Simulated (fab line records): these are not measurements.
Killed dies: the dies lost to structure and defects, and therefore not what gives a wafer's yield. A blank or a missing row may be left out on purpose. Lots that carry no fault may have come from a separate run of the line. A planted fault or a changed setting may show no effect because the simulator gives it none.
Which tool is to blame? | flow gf180mcu | 21 wafers from 7 lots sampled at 4 of the route's 602 steps

## WHAT THE GAUGES SHOWED, per wafer
GF_M2_CD_MEAS_14: target cd 280 nm.
lot  | measured     | on        | cd-nm (nm)
L258 | day 20 03:19 | cd-sem-02 | 280.2 279.9 278.8
L261 | day 21 03:55 | cd-sem-01 | 281.1 281.1 280.2
L263 | day 22 10:05 | cd-sem-02 | 281.4 280.3 281.1
L267 | day 23 07:50 | cd-sem-01 | 279.9 279.8 280.1
L269 | day 24 05:25 | cd-sem-01 | 279.6 278.7 279.5
L272 | day 24 23:53 | cd-sem-01 | 280.0 279.8 280.1
L278 | day 26 23:25 | cd-sem-01 | 278.0 277.2 278.2

## WHICH TOOL RAN EACH LOT (tool, then ch and the chambers of the sampled wafers, then the start)
lot  | GF_HV_LDD_PEB_44                  | GF_V1_CVD_23                  | GF_M2_SPUTTER_03
L258 | litho-track-02 ch 0, day 13 02:52 | cvd-w-02 ch 0, day 19 02:08   | pvd-sputter-02, day 19 02:53
L261 | litho-track-03 ch 0, day 14 00:41 | cvd-w-02 ch 0,1, day 20 03:16 | pvd-sputter-03, day 20 04:01
L263 | litho-track-02 ch 0, day 15 04:17 | cvd-w-01 ch 0,1, day 21 10:02 | pvd-sputter-03, day 21 10:47
L267 | litho-track-02, day 16 00:50      | cvd-w-01 ch 0,1, day 22 08:20 | pvd-sputter-01, day 22 09:05
L269 | litho-track-02, day 16 20:52      | cvd-w-01 ch 0,1, day 23 06:37 | pvd-sputter-02, day 23 07:22
L272 | litho-track-02 ch 0, day 17 16:32 | cvd-w-02 ch 0,1, day 24 01:05 | pvd-sputter-03, day 24 01:50
L278 | litho-track-02 ch 0, day 19 22:28 | cvd-w-02 ch 0,1, day 26 01:16 | pvd-sputter-02, day 26 01:59
- GF_HV_LDD_PEB_44
- GF_V1_CVD_23: deposits W, target thk 350 nm, time 105.05 s.
- GF_M2_SPUTTER_03: material Ti, target thk 10 nm, time 6.7 s.

## THE ANSWER, worked out from the rows above alone
Rule: the usual values come from the lots themselves. Put in order of their means at a reading, lots are off if they are a third of the lots or fewer, leave a main group of 4 or more, and stand apart from it by a gap of 3 or more times the standard deviation of the main group's means; of several such gaps the widest counts. The tables above print the reading to a certain number of digits; a main group whose means all agree to those digits is not used. A lot without any number at a reading at which 4 lots or more have one is off too. Where the step has rows for the other lots, those lots are counted as sound.
No lot is off on any of the readings shown, so nothing can be concluded from this.

## WHAT THE SIMULATOR HAD PUT IN
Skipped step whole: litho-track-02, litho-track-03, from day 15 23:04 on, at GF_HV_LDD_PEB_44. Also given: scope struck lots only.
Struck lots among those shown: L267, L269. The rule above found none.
